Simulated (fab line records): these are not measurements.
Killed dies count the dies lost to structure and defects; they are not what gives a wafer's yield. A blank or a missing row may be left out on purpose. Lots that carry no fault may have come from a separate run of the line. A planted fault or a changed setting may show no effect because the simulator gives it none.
Struck lot and sound lot, side by side -- flow sky130 -- 20 steps out of a route of 708
Sound: wafers L954.2, L954.3, L954.4. Struck: wafers L973.4, L973.5, L973.6. The cause comes at the end.
For every step that has rows: the tool of each side, followed by ch and its chambers, followed by its first start. Under that, the readings that differ: sound wafers -- struck wafers -- difference of the means -- sigmas: that difference in standard deviations of wafers without a fault.
alike: same words and numbers on both sides, and readings whose means sit less than 2 such deviations apart. not compared: any withheld reading, any reading some wafer has no value for, any bound like >300 that may hide the same value, and any number with overlapping values for which the record gives no deviation.
A row with sigmas, a row that says differs or no value, or rows on one side alone: a step with any of these is where the two part. Non-overlapping numbers with no deviation appear without sigmas and do not part them. Lack of a reading on every wafer of one side parts them only where that side has two or more wafers.

SKY_METAL4_SPUTTER_01: material TiN, target thk 20 nm, time 16.7 s.
  sound on pvd_sputter-01, day 39 08:19; struck on pvd_sputter-03, day 45 07:50
  alike: throttle_valve_pct
then, 2 steps without rows for these wafers: SKY_METAL4_SPUTTER_02 (material AlCu, target thk 735 nm, time 39.1 s); SKY_METAL4_SPUTTER_03 (material Ti, target thk 5 nm, time 3.3 s).
SKY_METAL4_SPUTTER_04: material TiN, target thk 70 nm, time 58.3 s.
  sound on pvd_sputter-01, day 39 08:24; struck on pvd_sputter-03, day 45 07:55
  alike: throttle_valve_pct
SKY_CAP2M_CVD_00: deposits SiO2, target thk 15.5 nm.
  sound on pecvd-01 ch 0,1, day 39 08:27; struck on pecvd-03 ch 0,1,2, day 45 07:59
  alike: heater_power_w
SKY_CAP2M_THK_MEAS_01:
  sound on film_metro-02, day 39 08:29; struck on film_metro-03, day 45 08:01
  alike: CAP2M_CVD_00_THK
SKY_CAP2M_SPUTTER_02: material TiN, target thk 200 nm, time 166.7 s.
  sound on pvd_sputter-04, day 39 08:32; struck on pvd_sputter-03, day 45 08:03
  alike: throttle_valve_pct
SKY_CAP2M_RS_MEAS_03: a four-point-probe measurement.
  sound on film_metro-02, day 39 08:40; struck on film_metro-03, day 45 08:13
  alike: CAP2M_TIN_RS
SKY_CAP2M_THK_MEAS_04: measures by xrf.
  sound on film_metro-02, day 39 08:46; struck on film_metro-03, day 45 08:19
  alike: CAP2M_TIN_THK
then, 3 steps without rows for these wafers: SKY_CAP2M_DEHYDRATE_05 (time 60 s); SKY_CAP2M_HMDS_06 (prime time 60 s); SKY_CAP2M_COAT_07 (resist thk 1140 nm).
SKY_CAP2M_SOFTBAKE_08: time 60 s.
  sound on litho_track-03 ch 0, day 39 20:47; struck on litho_track-01 ch 0, day 45 18:02
reading,sound,struck,difference,sigmas
heater_power_total_W (W),56.59 56.55 56.61,53.18 53.21 53.18,-3.39,-81
plate_temp_C (C),89.88 90.07 89.99,86.30 86.18 86.22,-3.75,-31
resist_line_temp_C (C),23.08 23.07 23.20,22.98 22.90 22.92,-0.18,-2
then, 2 steps without rows for these wafers: SKY_CAP2M_EXPOSE_09 (exposes mask CAP2M, target cd 1000 nm); SKY_CAP2M_PEB_10.
SKY_CAP2M_DEVELOP_11: develop time 60 s.
  sound on litho_track-01 ch 0, day 40 08:32; struck on litho_track-01 ch 0, day 46 04:05
reading,sound,struck,difference,sigmas
model.NOVOLAK_of_CAP2M_COAT_07.thk_nm (nm),1140 1148 1138,1159 1155 1157,+15,
  alike: resist_line_temp_C
SKY_CAP2M_OVL_MEAS_12:
  sound on overlay-02, day 40 08:40; struck on overlay-01, day 46 04:11
  alike: CAP2M_OVL
SKY_CAP2M_METAL_ETCH_13: etches TiN in Cl2/BCl3, stops on SiO2, target depth 220 nm, time 62.9 s.
  sound on rie_metal-03 ch 0,1, day 40 08:42; struck on rie_metal-03 ch 0,1, day 46 04:13
reading,sound,struck,difference,sigmas
throttle_valve_pct (%),21.898 21.935 21.913,21.885 21.901 21.896,-0.021,-2
model.NOVOLAK_of_CAP2M_COAT_07.thk_nm (nm),996.5 1003 991.5,1015 1010 1010,+15,
  alike: drypump_motor_current_A, oes_product_au
  not compared: rf_hours_counter_h
SKY_CAP2M_STRIP_14: strips in O2/N2.
  sound on plasma_asher-01 ch 0,1, day 40 08:46; struck on plasma_asher-02 ch 0,1, day 46 04:19
  alike: drypump_motor_current_A, o2_flow_sccm, oes_product_au, strip_time_to_endpoint_s
  not compared: rf_hours_counter_h
SKY_PAD_OPEN_PROBE_99:
  rows exist in the record for the sound wafers here (prober-02, day 45 08:19), none for the struck ones

== WHERE THEY PART ==
First at SKY_CAP2M_SOFTBAKE_08; last, within this record, at SKY_PAD_OPEN_PROBE_99.

WHY: the cause the simulator had injected
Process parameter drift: litho_track-01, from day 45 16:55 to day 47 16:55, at SKY_CAP2M_SOFTBAKE_08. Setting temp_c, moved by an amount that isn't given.
